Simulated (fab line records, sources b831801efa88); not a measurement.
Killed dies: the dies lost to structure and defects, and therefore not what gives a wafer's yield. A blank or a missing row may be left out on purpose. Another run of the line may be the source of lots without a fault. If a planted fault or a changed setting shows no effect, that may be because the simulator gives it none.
Commonality check across tools + flow sky130 + Sampled: 11 lots, 33 wafers

== WHY IT WAS OPENED ==
Of 11 lots, 3 have the reading SD_P_TW flagged at SKY_SD_P_TW_MEAS_11. Wafers without a fault read 2804, standard deviation 24.
Rule: a lot is flagged when every wafer of it that has a number lies more than 4 standard deviations from that mean, or none has a number. The other lots count as sound.

| lot  | measured     | on            | SD_P_TW, wafer by wafer | flag    |
|------|--------------|---------------|-------------------------|---------|
| L604 | day 28 00:15 | film-metro-03 | 2774 2771 2778          |         |
| L605 | day 28 08:20 | film-metro-04 | 2813 2823 2822          |         |
| L606 | day 28 17:01 | film-metro-04 | 2845 2811 2822          |         |
| L609 | day 29 11:51 | film-metro-02 | 2798 2805 2807          |         |
| L611 | day 29 22:07 | film-metro-02 | 2801 2801 2805          |         |
| L614 | day 30 17:18 | film-metro-02 | 3086 3082 3080          | FLAGGED |
| L613 | day 30 17:45 | film-metro-02 | 2789 2768 2786          |         |
| L615 | day 30 20:46 | film-metro-04 | 2823 2812 2817          |         |
| L616 | day 31 10:37 | film-metro-04 | 2821 2814 2807          |         |
| L617 | day 31 13:13 | film-metro-03 | 3069 3074 3059          | FLAGGED |
| L618 | day 31 20:43 | film-metro-03 | 3082 3065 3079          | FLAGGED |
The numbers of the flagged lots are 3075 on average: +271 against the usual, or +11 standard deviations.

== WHICH TOOL RAN EACH LOT ==
Before the reading, the record contains 2 process steps out of a 708-step route. Read each cell as the tool, then ch plus the chambers that the sampled wafers visited, then the start.
| lot  | flag    | SKY_SD_P_IMPLANT_09             | SKY_SD_P_STRIP_10                    |
|------|---------|---------------------------------|--------------------------------------|
| L604 |         | implanter-03 ch 0, day 28 00:00 | plasma-asher-02 ch 0,1, day 28 00:09 |
| L605 |         | implanter-03 ch 0, day 28 08:05 | plasma-asher-03 ch 1, day 28 08:14   |
| L606 |         | implanter-02 ch 0, day 28 16:46 | plasma-asher-03 ch 0,1, day 28 16:55 |
| L609 |         | implanter-01 ch 0, day 29 11:36 | plasma-asher-02 ch 0,1, day 29 11:45 |
| L611 |         | implanter-03 ch 0, day 29 21:54 | plasma-asher-03 ch 0,1, day 29 22:02 |
| L614 | FLAGGED | implanter-03 ch 0, day 30 16:35 | plasma-asher-03 ch 0,1, day 30 17:08 |
| L613 |         | implanter-02 ch 0, day 30 17:31 | plasma-asher-03 ch 0,1, day 30 17:38 |
| L615 |         | implanter-03 ch 0, day 30 20:33 | plasma-asher-02 ch 0,1, day 30 20:41 |
| L616 |         | implanter-03 ch 0, day 31 10:22 | plasma-asher-03 ch 0,1, day 31 10:30 |
| L617 | FLAGGED | implanter-03 ch 0, day 31 12:39 | plasma-asher-04 ch 0,1, day 31 13:07 |
| L618 | FLAGGED | implanter-02 ch 0, day 31 20:10 | plasma-asher-04 ch 0,1, day 31 20:37 |
These steps, and what they do:
- SKY_SD_P_IMPLANT_09
- SKY_SD_P_STRIP_10: strips in O2/N2.
- SKY_SD_P_TW_MEAS_11

== FLAGGED OVER TOTAL, TOOL BY TOOL (the gauges that took the reading come last) ==
| step                | tool            | lots run | flagged | share of the flagged lots | sound lots run after its first flagged lot |
|---------------------|-----------------|----------|---------|---------------------------|--------------------------------------------|
| SKY_SD_P_IMPLANT_09 | implanter-01    | 1        | 0       | none                      | -                                          |
| SKY_SD_P_IMPLANT_09 | implanter-02    | 3        | 1       | some                      | 0                                          |
| SKY_SD_P_IMPLANT_09 | implanter-03    | 7        | 2       | some                      | 2 (L615,L616)                              |
| SKY_SD_P_STRIP_10   | plasma-asher-02 | 3        | 0       | none                      | -                                          |
| SKY_SD_P_STRIP_10   | plasma-asher-03 | 6        | 1       | some                      | 2 (L613,L616)                              |
| SKY_SD_P_STRIP_10   | plasma-asher-04 | 2        | 2       | some                      | 0                                          |
| SKY_SD_P_TW_MEAS_11 | film-metro-02   | 4        | 1       | some                      | 1 (L613)                                   |
| SKY_SD_P_TW_MEAS_11 | film-metro-03   | 3        | 2       | some                      | 0                                          |
| SKY_SD_P_TW_MEAS_11 | film-metro-04   | 4        | 0       | none                      | -                                          |

== WHAT IS ALLOWED BY THE TABLE ==
No row of the table ran every flagged lot.

== WHAT THE SIMULATOR PUT IN ==
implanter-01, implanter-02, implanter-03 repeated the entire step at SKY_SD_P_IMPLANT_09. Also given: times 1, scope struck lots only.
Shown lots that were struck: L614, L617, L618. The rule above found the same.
